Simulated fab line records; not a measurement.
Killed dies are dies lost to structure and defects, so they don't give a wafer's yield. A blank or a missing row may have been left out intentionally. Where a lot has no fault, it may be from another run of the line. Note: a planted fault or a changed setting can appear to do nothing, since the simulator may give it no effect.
Which tool was responsible?    flow gf180mcu    36 wafers from 12 lots sampled at 5 of the route's 602 steps

WHAT THE GAUGES READ, wafer by wafer
GF_V2_THK_MEAS_25: measures by xrf. Usual: for V2_W_THK the level is 337 nm and the standard deviation is 3.8.
lot   measured      on             V2_W_THK (nm)  flag
L737  day 20 05:44  film-metro-04  336 331 331    
L738  day 20 23:33  film-metro-03  335 335 339    
L739  day 21 03:33  film-metro-04  335 337 336    
L740  day 21 09:48  film-metro-04  331 329 334    
L741  day 21 23:41  film-metro-01  339 346 338    
L747  day 24 04:55  film-metro-03  340 337 341    
L749  day 24 11:37  film-metro-03  335 339 335    
L750  day 25 02:22  film-metro-03  333 335 336    
L751  day 25 09:46  film-metro-03  334 333 330    
L752  day 26 04:16  film-metro-04  334 330 342    
L758  day 27 09:23  film-metro-04  340 339 341    
L759  day 27 22:38  film-metro-04  345 343 344    

GF_V3_THK_MEAS_03. Usual: for V3_CVD_02_THK the level is 850 nm and the standard deviation is 10.
lot   measured      on             V3_CVD_02_THK (nm)  flag
L737  day 21 07:41  film-metro-04  853 862 850         
L738  day 22 00:31  film-metro-02  860 849 860         
L739  day 22 04:52  film-metro-04  841 866 864         
L740  day 22 10:29  film-metro-04  837 836 851         
L741  day 22 23:51  film-metro-02  860 866 860         
L747  day 25 04:22  film-metro-04  843 843 855         
L749  day 25 10:33  film-metro-02  845 867 864         
L750  day 26 00:55  film-metro-04  843 861 858         
L751  day 26 08:35  film-metro-01  842 849 841         
L752  day 27 02:31  film-metro-02  830 858 858         
L758  day 28 06:58  film-metro-04  834 844 841         
L759  day 28 18:14  film-metro-02  843 836 841         

GF_V3_CD_MEAS_14: target cd 260 nm. Usual: 259.7 nm for cd-nm, sd 1.
lot   measured      on         cd-nm (nm)         flag
L737  day 22 07:28  cd-sem-01  261.4 261.6 261.3  
L738  day 22 23:56  cd-sem-01  258.5 259.9 257.9  
L739  day 23 04:38  cd-sem-02  259.6 260.0 259.9  
L740  day 23 09:38  cd-sem-01  259.5 260.3 260.1  
L741  day 23 22:37  cd-sem-02  257.8 258.4 258.2  
L747  day 26 01:31  cd-sem-02  260.5 260.6 259.7  
L749  day 26 08:58  cd-sem-02  260.0 259.6 259.7  
L750  day 26 22:01  cd-sem-01  260.4 260.3 260.2  
L751  day 27 05:51  cd-sem-02  268.2 268.4 267.6  OFF
L752  day 27 23:29  cd-sem-01  266.0 265.5 266.7  OFF
L758  day 29 01:26  cd-sem-01  260.9 259.2 260.6  
L759  day 29 13:25  cd-sem-01  258.8 259.7 259.1  

WHAT TOOL EACH LOT RAN ON (gives the tool, then ch and the chambers of the sampled wafers, and finally the start)
lot   GF_M3_SPUTTER_04              GF_V3_COAT_09
L737  pvd-sputter-01, day 20 06:17  litho-track-04 ch 0, day 21 20:00
L738  pvd-sputter-01, day 21 00:05  litho-track-01 ch 0, day 22 11:00
L739  pvd-sputter-04, day 21 04:05  litho-track-04 ch 0, day 22 16:00
L740  pvd-sputter-04, day 21 10:20  litho-track-01 ch 0, day 22 23:00
L741  pvd-sputter-03, day 22 00:13  litho-track-01 ch 0, day 23 10:00
L747  pvd-sputter-04, day 24 05:28  litho-track-01 ch 0, day 25 14:00
L749  pvd-sputter-04, day 24 12:10  litho-track-01 ch 0, day 25 22:00
L750  pvd-sputter-04, day 25 02:55  litho-track-01 ch 0, day 26 10:00
L751  pvd-sputter-03, day 25 10:17  litho-track-01 ch 0, day 26 19:00
L752  pvd-sputter-04, day 26 04:47  litho-track-01 ch 0, day 27 13:00
L758  pvd-sputter-03, day 27 09:55  litho-track-03 ch 0, day 28 16:00
L759  pvd-sputter-04, day 27 23:10  litho-track-03 ch 0, day 29 03:00
- GF_M3_SPUTTER_04: material TiN, target thk 50 nm, time 41.7 s.
- GF_V3_COAT_09: resist thk 1000 nm.

WHAT THE TOOLS THEMSELVES READ (means of the sampled wafers that have a number; where no wafer has one, the mark that the record gives instead)
GF_M3_SPUTTER_04. Usual: 30.3 % for throttle-valve-pct, sd 0.66.
lot   tool            throttle-valve-pct (%)  flag
L737  pvd-sputter-01  30.9                    
L738  pvd-sputter-01  30.2                    
L739  pvd-sputter-04  30.0                    
L740  pvd-sputter-04  30.2                    
L741  pvd-sputter-03  30.3                    
L747  pvd-sputter-04  30.3                    
L749  pvd-sputter-04  30.4                    
L750  pvd-sputter-04  30.0                    
L751  pvd-sputter-03  29.8                    
L752  pvd-sputter-04  30.0                    
L758  pvd-sputter-03  29.9                    
L759  pvd-sputter-04  30.4                    

THE ANSWER, worked out from the rows above alone
Rule: take the mean of a lot's wafers that have a number; if it is more than 3 standard deviations from the usual mean, the lot is off. Also off: a lot with no number at a reading for which 4 or more lots have one. All remaining lots with rows at the step are treated as sound. The gauges are gone through in route order, then the tools' own readings, and for those a lot's mean is taken as printed above. The first step at which some lot is off is used, and at that step the reading that is off furthest; a lot without a number counts as furthest.
Off: L751, L752, at GF_V3_CD_MEAS_14 (cd-nm).
If a tool, at a process step before that reading, ran all the lots that are off and no sound lot after the first of them, it fits. Those tools and the gauges at GF_V3_CD_MEAS_14 are tried in the same way. One candidate fits, namely litho-track-01 at GF_V3_COAT_09. A fault onset in the window from L750 (day 26 10:00, its last sound lot) to L751 (day 26 19:00, its first lot off) fits.

WHAT THE SIMULATOR HAD INSERTED
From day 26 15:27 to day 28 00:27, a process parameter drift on litho-track-01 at GF_V3_COAT_09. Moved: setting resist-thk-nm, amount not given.
Struck lots among those shown: L751, L752. This agrees with what the rule above found.
